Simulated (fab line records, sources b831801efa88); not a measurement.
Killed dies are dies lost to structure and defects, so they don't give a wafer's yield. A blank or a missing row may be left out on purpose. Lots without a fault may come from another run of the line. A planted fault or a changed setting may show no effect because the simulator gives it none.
A struck lot beside a sound one | flow sky130 | 21 steps out of a route of 708
Sound: wafers L371.4, L371.5, L371.6. Struck: wafers L377.3, L377.4, L377.5. The cause comes at the end.
At each step with rows: each side's tool, then ch and its chambers, then its first start. Under that, the readings that differ: sound wafers | struck wafers | difference of the means | sigmas: that difference in standard deviations of wafers without a fault.
alike: readings whose means differ by less than 2 such deviations, and words and numbers that are the same on both sides. not compared: withheld readings, readings that some wafer has no value for, bounds like >300 that may hide the same value, and numbers for which the record gives no deviation and whose values overlap.
The two part at a step that has a row with sigmas, a row that says differs or no value, or rows on one side only. Numbers that don't overlap but have no deviation are shown without sigmas and don't part them. A reading that every wafer of one side lacks parts them only if that side has two wafers or more.

first, 2 steps without rows for these wafers: SKY_RES_PROTECT_DEVELOP_06 (develop time 60 s); SKY_POLY_GATE_IMPLANT_02.
SKY_RES_PROTECT_STRIP_07: strips in O2/N2.
  sound on plasma_asher-04 ch 0,1, day 17 17:05; struck on plasma_asher-02 ch 0,1, day 19 13:14
  alike: drypump_motor_current_A, n2_flow_sccm, oes_product_au, strip_time_to_endpoint_s
  not compared: rf_hours_counter_h
SKY_RES_PROTECT_TW_MEAS_08:
  sound on film_metro-02, day 17 17:10; struck on film_metro-01, day 19 13:19
  reading      | sound          | struck         | difference | sigmas
  POLY_GATE_TW | 3939 3938 3940 | 4126 4107 4097 | +171       | +3
then, 2 steps without rows for these wafers: SKY_RES_PROTECT_CLEAN_09 (cleans in SC1/SC2, time 150 s); SKY_POLY_GATE_CVD_03 (deposits Si3N4 from DCS/NH3, target thk 75 nm, time 1290 s).
SKY_POLY_GATE_THK_MEAS_04:
  sound on film_metro-01, day 17 18:39; struck on film_metro-03, day 19 14:47
  alike: POLY_GATE_CVD_03_THK
then, 5 steps without rows for these wafers: SKY_POLY_GATE_DEHYDRATE_05 (time 60 s); SKY_POLY_GATE_HMDS_06 (prime time 60 s); SKY_POLY_GATE_COAT_07 (resist thk 110 nm); SKY_POLY_GATE_COAT_08 (resist thk 450 nm); SKY_POLY_GATE_SOFTBAKE_09 (time 90 s).
SKY_POLY_GATE_EXPOSE_10: exposes mask P1M, target cd 150 nm.
  sound on krf_scanner-01 ch 0, day 18 10:03; struck on krf_scanner-02 ch 0, day 20 06:52
  reading | sound             | struck                     | difference | sigmas
  mask    | P1M#0 P1M#0 P1M#0 | P1M_R1#0 P1M_R1#0 P1M_R1#0 | differs    |
then, 2 steps without rows for these wafers: SKY_POLY_GATE_PEB_11; SKY_POLY_GATE_DEVELOP_12 (develop time 60 s).
SKY_POLY_GATE_CD_MEAS_13: target cd 150 nm.
  sound on cd_sem-02, day 19 00:55; struck on cd_sem-01, day 20 21:47
  reading    | sound             | struck            | difference | sigmas
  cd_nm (nm) | 148.8 147.3 148.0 | 161.9 160.2 161.7 | +13.2      | +9
SKY_POLY_GATE_OVL_MEAS_14:
  sound on overlay-01, day 19 00:59; struck on overlay-01, day 20 21:53
  alike: POLY_GATE_OVL
SKY_POLY_GATE_ETCH_15: etches BARC in N2/H2, stops on SiO2, time 118.5 s, target depth 110 nm.
  sound on rie_diel-03 ch 0,3, day 19 01:01; struck on rie_diel-04 ch 0,1,3, day 20 21:54
  reading                     | sound             | struck        | difference | sigmas
  drypump_motor_current_A (A) | 4.9 4.9 5.1       | 5.8 6.5 5.5   | +1.0       | +2
  model.POLY_GATE.cd_nm (nm)  | 146.1 144.7 146.5 | 160 159.8 162 | +15        |
  alike: h2_flow_sccm, n2_flow_sccm, oes_product_au, throttle_valve_pct
  not compared: rf_hours_counter_h
SKY_POLY_GATE_ETCH_16: etches Si3N4 in CH3F/O2, stops on poly-Si, time 147.5 s, target depth 75 nm.
  sound on rie_diel-03 ch 0,3, day 19 01:05; struck on rie_diel-04 ch 0,1,3, day 20 21:59
  reading                     | sound       | struck      | difference | sigmas
  drypump_motor_current_A (A) | 4.9 4.9 5.1 | 5.8 6.5 5.5 | +1.0       | +3
  alike: O2_flow_sccm, oes_product_au, throttle_valve_pct
  not compared: rf_hours_counter_h
SKY_POLY_GATE_ETCH_17: etches poly-Si in HBr/Cl2, stops on SiO2, target depth 180 nm, time 70.5 s.
  sound on rie_si-01 ch 2,3, day 19 01:11; struck on rie_si-02 ch 0,1,3, day 20 22:05
  reading                    | sound             | struck            | difference | sigmas
  model.POLY_GATE.cd_nm (nm) | 146.8 144.5 145.6 | 158.5 159.7 161.7 | +14.3      |
  alike: drypump_motor_current_A, oes_product_au, throttle_valve_pct
  not compared: rf_hours_counter_h
SKY_POLY_GATE_STRIP_18: strips in O2/N2.
  sound on plasma_asher-02 ch 0,1, day 19 01:17; struck on plasma_asher-04 ch 0,1, day 20 22:10
  alike: drypump_motor_current_A, n2_flow_sccm, oes_product_au, strip_time_to_endpoint_s
  not compared: rf_hours_counter_h

WHERE THEY PART
First at SKY_RES_PROTECT_TW_MEAS_08; last, within this record, at SKY_POLY_GATE_ETCH_16. Later steps at which nothing parts them and some readings are alike: SKY_POLY_GATE_ETCH_17, SKY_POLY_GATE_STRIP_18.

WHY: what the simulator had put in
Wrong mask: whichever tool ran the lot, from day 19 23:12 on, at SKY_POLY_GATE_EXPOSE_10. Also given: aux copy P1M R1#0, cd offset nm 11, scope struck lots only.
